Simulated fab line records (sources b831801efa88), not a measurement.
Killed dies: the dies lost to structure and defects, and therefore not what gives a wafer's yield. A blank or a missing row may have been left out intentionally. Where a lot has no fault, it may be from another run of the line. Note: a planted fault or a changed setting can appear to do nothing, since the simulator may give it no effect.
Matching of chambers / flow sky130 / SKY_VIA2_ETCH_14 on rie diel-01 has 4 sister chambers
The step etches BARC in N2/H2, stops on SiO2, time 45.9 s, target depth 60 nm. 23 wafers are shown with their chamber, then 11 later ones without.

## WAFERS WITH THEIR CHAMBER
wafer=L538.1; chamber=3; drypump motor current A (A)=6.7; oes product au (a.u.)=0.861; throttle valve pct (%)=13.229
wafer=L538.5; chamber=1; drypump motor current A (A)=6.4; oes product au (a.u.)=0.845; throttle valve pct (%)=13.229
wafer=L538.6; chamber=0; drypump motor current A (A)=6.1; oes product au (a.u.)=0.858; throttle valve pct (%)=13.238
wafer=L540.6; chamber=2; drypump motor current A (A)=6.2; oes product au (a.u.)=0.853; throttle valve pct (%)=13.231
wafer=L541.5; chamber=2; drypump motor current A (A)=6.2; oes product au (a.u.)=0.862; throttle valve pct (%)=13.227
wafer=L541.6; chamber=0; drypump motor current A (A)=6.1; oes product au (a.u.)=0.857; throttle valve pct (%)=13.204
wafer=L542.6; chamber=2; drypump motor current A (A)=6.2; oes product au (a.u.)=0.854; throttle valve pct (%)=13.230
wafer=L551.1; chamber=2; drypump motor current A (A)=6.2; oes product au (a.u.)=0.854; throttle valve pct (%)=13.224
wafer=L551.3; chamber=3; drypump motor current A (A)=6.7; oes product au (a.u.)=0.859; throttle valve pct (%)=13.231
wafer=L551.5; chamber=3; drypump motor current A (A)=6.6; oes product au (a.u.)=0.858; throttle valve pct (%)=13.213
wafer=L553.2; chamber=0; drypump motor current A (A)=6.1; oes product au (a.u.)=0.847; throttle valve pct (%)=13.239
wafer=L553.4; chamber=3; drypump motor current A (A)=6.7; oes product au (a.u.)=0.858; throttle valve pct (%)=13.212
wafer=L553.6; chamber=2; drypump motor current A (A)=6.2; oes product au (a.u.)=0.857; throttle valve pct (%)=13.231
wafer=L554.3; chamber=2; drypump motor current A (A)=6.2; oes product au (a.u.)=0.857; throttle valve pct (%)=13.205
wafer=L554.4; chamber=2; drypump motor current A (A)=6.2; oes product au (a.u.)=0.857; throttle valve pct (%)=13.225
wafer=L554.6; chamber=0; drypump motor current A (A)=6.1; oes product au (a.u.)=0.852; throttle valve pct (%)=13.226
wafer=L555.4; chamber=1; drypump motor current A (A)=6.4; oes product au (a.u.)=0.857; throttle valve pct (%)=13.222
wafer=L555.5; chamber=0; drypump motor current A (A)=6.1; oes product au (a.u.)=0.850; throttle valve pct (%)=13.238
wafer=L555.6; chamber=3; drypump motor current A (A)=6.7; oes product au (a.u.)=0.853; throttle valve pct (%)=13.230
wafer=L556.2; chamber=3; drypump motor current A (A)=6.6; oes product au (a.u.)=0.866; throttle valve pct (%)=13.237
wafer=L556.4; chamber=0; drypump motor current A (A)=6.1; oes product au (a.u.)=0.859; throttle valve pct (%)=13.220
wafer=L556.5; chamber=2; drypump motor current A (A)=6.2; oes product au (a.u.)=0.855; throttle valve pct (%)=13.225
wafer=L557.2; chamber=2; drypump motor current A (A)=6.2; oes product au (a.u.)=0.856; throttle valve pct (%)=13.227

SIGNATURES (means of the wafers above)
reading=drypump motor current A; chamber 0=6.100; chamber 1=6.400; chamber 2=6.200; chamber 3=6.667; scatter within a chamber=0.0265
reading=oes product au; chamber 0=0.85383; chamber 1=0.85100; chamber 2=0.85611; chamber 3=0.85917; scatter within a chamber=0.00422
reading=throttle valve pct; chamber 0=13.22750; chamber 1=13.22550; chamber 2=13.22500; chamber 3=13.22533; scatter within a chamber=0.0103
Rule: distance of a wafer from a chamber = root of the sum over the readings of ((wafer's reading minus chamber's mean) / reading's scatter) squared. If the next closest chamber is less than 2 further off than the closest, the wafer can't be placed; otherwise it belongs to the closest. The scatter is the square root of a quotient: the sum, over the shown wafers, of each reading's squared deviation from its chamber's mean, divided by wafers minus chambers.

## WAFERS WITH NO CHAMBER GIVEN
wafer=L557.3; drypump motor current A (A)=6.4; oes product au (a.u.)=0.858; throttle valve pct (%)=13.251
wafer=L557.6; drypump motor current A (A)=6.7; oes product au (a.u.)=0.854; throttle valve pct (%)=13.202
wafer=L558.2; drypump motor current A (A)=6.2; oes product au (a.u.)=0.848; throttle valve pct (%)=13.224
wafer=L558.3; drypump motor current A (A)=6.1; oes product au (a.u.)=0.851; throttle valve pct (%)=13.235
wafer=L558.5; drypump motor current A (A)=6.1; oes product au (a.u.)=0.854; throttle valve pct (%)=13.227
wafer=L559.1; drypump motor current A (A)=6.4; oes product au (a.u.)=0.849; throttle valve pct (%)=13.242
wafer=L559.3; drypump motor current A (A)=6.7; oes product au (a.u.)=0.849; throttle valve pct (%)=13.229
wafer=L559.5; drypump motor current A (A)=6.6; oes product au (a.u.)=0.858; throttle valve pct (%)=13.235
wafer=L561.2; drypump motor current A (A)=6.2; oes product au (a.u.)=0.852; throttle valve pct (%)=13.235
wafer=L561.4; drypump motor current A (A)=6.1; oes product au (a.u.)=0.854; throttle valve pct (%)=13.218
wafer=L561.5; drypump motor current A (A)=6.4; oes product au (a.u.)=0.859; throttle valve pct (%)=13.235

## WHICH CHAMBER EACH ONE RAN IN
wafer=L557.3; from the rows above=1; in truth=1
wafer=L557.6; from the rows above=3; in truth=3
wafer=L558.2; from the rows above=2; in truth=2
wafer=L558.3; from the rows above=0; in truth=0
wafer=L558.5; from the rows above=0; in truth=0
wafer=L559.1; from the rows above=1; in truth=1
wafer=L559.3; from the rows above=3; in truth=3
wafer=L559.5; from the rows above=3; in truth=3
wafer=L561.2; from the rows above=2; in truth=2
wafer=L561.4; from the rows above=0; in truth=0
wafer=L561.5; from the rows above=1; in truth=1
Placed correctly: 11 of 11. Not placeable from these rows: 0. 0 placed wrongly.
